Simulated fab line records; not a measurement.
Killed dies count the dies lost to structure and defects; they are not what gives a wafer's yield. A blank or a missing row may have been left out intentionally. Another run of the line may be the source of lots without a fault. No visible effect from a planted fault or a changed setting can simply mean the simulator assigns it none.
Which tool was responsible? || flow gf180mcu || 13 lots with 39 wafers sampled at 5 steps, on a route of 602 steps

== WHAT EACH GAUGE READ, for each wafer ==
GF_V3_BOW_MEAS_05. Usual: for V3_BOW the level is 118 um and the standard deviation is 8.2.
{"lot": "L437", "measured": "day 21 20:42", "on": "film_metro-04", "V3_BOW (um)": "112 114 111", "flag": ""}
{"lot": "L439", "measured": "day 22 05:24", "on": "film_metro-04", "V3_BOW (um)": "122 103 122", "flag": ""}
{"lot": "L441", "measured": "day 22 15:49", "on": "film_metro-04", "V3_BOW (um)": "117 115 117", "flag": ""}
{"lot": "L445", "measured": "day 24 04:30", "on": "film_metro-04", "V3_BOW (um)": "119 107 119", "flag": ""}
{"lot": "L446", "measured": "day 24 12:10", "on": "film_metro-02", "V3_BOW (um)": "121 122 113", "flag": ""}
{"lot": "L448", "measured": "day 25 04:50", "on": "film_metro-02", "V3_BOW (um)": "110 99 97", "flag": ""}
{"lot": "L449", "measured": "day 25 05:16", "on": "film_metro-02", "V3_BOW (um)": "129 137 125", "flag": ""}
{"lot": "L450", "measured": "day 26 04:40", "on": "film_metro-03", "V3_BOW (um)": "123 116 119", "flag": ""}
{"lot": "L455", "measured": "day 28 05:24", "on": "film_metro-02", "V3_BOW (um)": "127 122 118", "flag": ""}
{"lot": "L456", "measured": "day 28 06:04", "on": "film_metro-02", "V3_BOW (um)": "116 124 129", "flag": ""}
{"lot": "L458", "measured": "day 28 15:02", "on": "film_metro-04", "V3_BOW (um)": "110 118 113", "flag": ""}
{"lot": "L457", "measured": "day 28 23:07", "on": "film_metro-02", "V3_BOW (um)": "116 124 113", "flag": ""}
{"lot": "L459", "measured": "day 29 03:53", "on": "film_metro-03", "V3_BOW (um)": "117 117 130", "flag": ""}

GF_V3_CD_MEAS_14: the cd target is 260 nm. Usual: 260.1 nm for cd_nm, sd 1.2.
{"lot": "L437", "measured": "day 22 19:57", "on": "cd_sem-01", "cd_nm (nm)": "261.0 260.9 259.7", "flag": ""}
{"lot": "L439", "measured": "day 23 04:57", "on": "cd_sem-02", "cd_nm (nm)": "260.1 260.5 259.7", "flag": ""}
{"lot": "L441", "measured": "day 23 14:33", "on": "cd_sem-02", "cd_nm (nm)": "262.0 261.5 261.6", "flag": ""}
{"lot": "L445", "measured": "day 25 02:58", "on": "cd_sem-01", "cd_nm (nm)": "260.1 259.5 259.5", "flag": ""}
{"lot": "L446", "measured": "day 25 09:46", "on": "cd_sem-01", "cd_nm (nm)": "261.7 261.1 262.2", "flag": ""}
{"lot": "L448", "measured": "day 26 02:20", "on": "cd_sem-02", "cd_nm (nm)": "258.1 258.2 257.7", "flag": ""}
{"lot": "L449", "measured": "day 26 02:40", "on": "cd_sem-01", "cd_nm (nm)": "259.0 258.7 259.0", "flag": ""}
{"lot": "L450", "measured": "day 27 02:14", "on": "cd_sem-02", "cd_nm (nm)": "261.2 261.5 261.6", "flag": ""}
{"lot": "L455", "measured": "day 29 01:39", "on": "cd_sem-01", "cd_nm (nm)": "259.8 260.7 259.1", "flag": ""}
{"lot": "L456", "measured": "day 29 02:05", "on": "cd_sem-01", "cd_nm (nm)": "261.7 261.0 261.5", "flag": ""}
{"lot": "L458", "measured": "day 29 10:51", "on": "cd_sem-01", "cd_nm (nm)": "261.6 261.5 260.4", "flag": ""}
{"lot": "L457", "measured": "day 29 17:39", "on": "cd_sem-01", "cd_nm (nm)": "259.5 259.9 259.2", "flag": ""}
{"lot": "L459", "measured": "day 29 23:02", "on": "cd_sem-01", "cd_nm (nm)": "261.7 259.9 262.2", "flag": ""}

GF_V3_RS_MEAS_24: measurement is done with a four-point probe. Usual: for V3_W_RS the level is 0.331 ohm/sq and the standard deviation is 0.0035.
{"lot": "L437", "measured": "day 22 20:59", "on": "film_metro-04", "V3_W_RS (ohm/sq)": "0.330 0.330 0.331", "flag": ""}
{"lot": "L439", "measured": "day 23 05:59", "on": "film_metro-02", "V3_W_RS (ohm/sq)": "0.336 0.331 0.331", "flag": ""}
{"lot": "L441", "measured": "day 23 15:35", "on": "film_metro-03", "V3_W_RS (ohm/sq)": "0.323 0.328 0.329", "flag": ""}
{"lot": "L445", "measured": "day 25 04:00", "on": "film_metro-03", "V3_W_RS (ohm/sq)": "0.331 0.333 0.331", "flag": ""}
{"lot": "L446", "measured": "day 25 10:48", "on": "film_metro-03", "V3_W_RS (ohm/sq)": "0.330 0.327 0.328", "flag": ""}
{"lot": "L448", "measured": "day 26 03:22", "on": "film_metro-02", "V3_W_RS (ohm/sq)": "0.335 0.338 0.331", "flag": ""}
{"lot": "L449", "measured": "day 26 03:42", "on": "film_metro-04", "V3_W_RS (ohm/sq)": "0.334 0.332 0.335", "flag": ""}
{"lot": "L450", "measured": "day 27 03:17", "on": "film_metro-04", "V3_W_RS (ohm/sq)": "0.329 0.331 0.331", "flag": ""}
{"lot": "L455", "measured": "day 29 02:41", "on": "film_metro-04", "V3_W_RS (ohm/sq)": "0.327 0.326 0.326", "flag": ""}
{"lot": "L456", "measured": "day 29 03:07", "on": "film_metro-03", "V3_W_RS (ohm/sq)": "0.333 0.330 0.333", "flag": ""}
{"lot": "L458", "measured": "day 29 11:55", "on": "film_metro-03", "V3_W_RS (ohm/sq)": "0.334 0.331 0.332", "flag": ""}
{"lot": "L457", "measured": "day 29 18:41", "on": "film_metro-02", "V3_W_RS (ohm/sq)": "0.331 0.333 0.335", "flag": ""}
{"lot": "L459", "measured": "day 30 00:10", "on": "film_metro-03", "V3_W_RS (ohm/sq)": "0.332 0.331 0.329", "flag": ""}

GF_M4_CD_MEAS_14: the cd target is 280 nm. Usual: 280.2 nm for cd_nm, sd 1.1.
{"lot": "L437", "measured": "day 23 20:23", "on": "cd_sem-01", "cd_nm (nm)": "280.6 280.3 278.7", "flag": ""}
{"lot": "L439", "measured": "day 24 05:11", "on": "cd_sem-01", "cd_nm (nm)": "281.1 281.2 280.6", "flag": ""}
{"lot": "L441", "measured": "day 24 14:00", "on": "cd_sem-01", "cd_nm (nm)": "279.6 281.4 281.2", "flag": ""}
{"lot": "L445", "measured": "day 26 01:23", "on": "cd_sem-01", "cd_nm (nm)": "279.4 278.6 279.8", "flag": ""}
{"lot": "L446", "measured": "day 26 08:34", "on": "cd_sem-01", "cd_nm (nm)": "282.8 281.3 280.6", "flag": ""}
{"lot": "L448", "measured": "day 27 01:02", "on": "cd_sem-02", "cd_nm (nm)": "290.2 291.5 290.5 290.1 291.6 290.4", "flag": "OFF"}
{"lot": "L449", "measured": "day 27 01:26", "on": "cd_sem-02", "cd_nm (nm)": "289.7 289.4 290.1 289.4 288.6 290.4", "flag": "OFF"}
{"lot": "L450", "measured": "day 28 00:29", "on": "cd_sem-01", "cd_nm (nm)": "281.5 282.6 283.1", "flag": ""}
{"lot": "L455", "measured": "day 29 22:32", "on": "cd_sem-01", "cd_nm (nm)": "279.5 278.1 279.2", "flag": ""}
{"lot": "L456", "measured": "day 29 22:39", "on": "cd_sem-02", "cd_nm (nm)": "281.9 281.4 280.8", "flag": ""}
{"lot": "L458", "measured": "day 30 07:45", "on": "cd_sem-02", "cd_nm (nm)": "280.1 279.6 279.5", "flag": ""}
{"lot": "L457", "measured": "day 30 13:03", "on": "cd_sem-01", "cd_nm (nm)": "281.2 280.5 280.6", "flag": ""}
{"lot": "L459", "measured": "day 30 18:35", "on": "cd_sem-02", "cd_nm (nm)": "280.5 280.3 281.7", "flag": ""}

== EACH LOT AND THE TOOL THAT RAN IT (in order: tool; ch and the chambers of the sampled wafers; start) ==
{"lot": "L437", "GF_M4_SOFTBAKE_10": "litho_track-03 ch 0, day 23 08:56"}
{"lot": "L439", "GF_M4_SOFTBAKE_10": "litho_track-03 ch 0, day 23 17:53"}
{"lot": "L441", "GF_M4_SOFTBAKE_10": "litho_track-04 ch 0, day 24 03:29"}
{"lot": "L445", "GF_M4_SOFTBAKE_10": "litho_track-03 ch 0, day 25 15:23"}
{"lot": "L446", "GF_M4_SOFTBAKE_10": "litho_track-02 ch 0, day 25 22:26"}
{"lot": "L448", "GF_M4_SOFTBAKE_10": "litho_track-03 ch 0, day 26 14:17"}
{"lot": "L449", "GF_M4_SOFTBAKE_10": "litho_track-03 ch 0, day 26 14:51"}
{"lot": "L450", "GF_M4_SOFTBAKE_10": "litho_track-04 ch 0, day 27 14:05"}
{"lot": "L455", "GF_M4_SOFTBAKE_10": "litho_track-03 ch 0, day 29 12:32"}
{"lot": "L456", "GF_M4_SOFTBAKE_10": "litho_track-03 ch 0, day 29 13:08"}
{"lot": "L458", "GF_M4_SOFTBAKE_10": "litho_track-04 ch 0, day 29 22:13"}
{"lot": "L457", "GF_M4_SOFTBAKE_10": "litho_track-03 ch 0, day 30 04:30"}
{"lot": "L459", "GF_M4_SOFTBAKE_10": "litho_track-04 ch 0, day 30 09:50"}
- GF_M4_SOFTBAKE_10: time 60 s.

== WHAT THE TOOLS THEMSELVES READ (means of the sampled wafers that have a number; where no wafer has one, the mark that the record gives instead) ==
GF_M4_SOFTBAKE_10. Usual: heater_power_total_W 93.05 W, standard deviation 0.063; plate_temp_C 130.00 C, standard deviation 0.15.
{"lot": "L437", "tool": "litho_track-03", "heater_power_total_W (W)": 93.12, "plate_temp_C (C)": 130.24, "flag": ""}
{"lot": "L439", "tool": "litho_track-03", "heater_power_total_W (W)": 93.04, "plate_temp_C (C)": 130.27, "flag": ""}
{"lot": "L441", "tool": "litho_track-04", "heater_power_total_W (W)": 93.06, "plate_temp_C (C)": 129.81, "flag": ""}
{"lot": "L445", "tool": "litho_track-03", "heater_power_total_W (W)": 93.11, "plate_temp_C (C)": 130.05, "flag": ""}
{"lot": "L446", "tool": "litho_track-02", "heater_power_total_W (W)": 92.97, "plate_temp_C (C)": 130.00, "flag": ""}
{"lot": "L448", "tool": "litho_track-03", "heater_power_total_W (W)": 89.02, "plate_temp_C (C)": 125.60, "flag": "OFF"}
{"lot": "L449", "tool": "litho_track-03", "heater_power_total_W (W)": 89.04, "plate_temp_C (C)": 125.78, "flag": "OFF"}
{"lot": "L450", "tool": "litho_track-04", "heater_power_total_W (W)": 93.03, "plate_temp_C (C)": 130.08, "flag": ""}
{"lot": "L455", "tool": "litho_track-03", "heater_power_total_W (W)": 93.01, "plate_temp_C (C)": 130.15, "flag": ""}
{"lot": "L456", "tool": "litho_track-03", "heater_power_total_W (W)": 93.02, "plate_temp_C (C)": 129.84, "flag": ""}
{"lot": "L458", "tool": "litho_track-04", "heater_power_total_W (W)": 93.03, "plate_temp_C (C)": 129.94, "flag": ""}
{"lot": "L457", "tool": "litho_track-03", "heater_power_total_W (W)": 93.07, "plate_temp_C (C)": 129.76, "flag": ""}
{"lot": "L459", "tool": "litho_track-04", "heater_power_total_W (W)": 93.01, "plate_temp_C (C)": 130.21, "flag": ""}

== THE ANSWER, worked out from the rows above alone ==
Rule: lot off if the mean of its wafers having a number is beyond 3 standard deviations from the usual mean. A lot without any number at a reading at which 4 lots or more have one is off too. The other lots that the step has rows for count as sound. Order of review: gauges by route order, followed by the tools' own readings, for which a lot's mean as printed above is used. The first step at which some lot is off is used, and at that step the reading that is off furthest; a lot without a number counts as furthest.
Off: L448, L449 (GF_M4_CD_MEAS_14, cd_nm).
A tool fits if, at a process step before that reading, it ran every lot that is off, and no sound lot after the first of them. Not tried: the gauges at GF_M4_CD_MEAS_14; whatever is off there is also off at GF_M4_SOFTBAKE_10, on other tools, and gauge error can't account for it. None of those tried fits.

== WHAT THE SIMULATOR HAD INSERTED ==
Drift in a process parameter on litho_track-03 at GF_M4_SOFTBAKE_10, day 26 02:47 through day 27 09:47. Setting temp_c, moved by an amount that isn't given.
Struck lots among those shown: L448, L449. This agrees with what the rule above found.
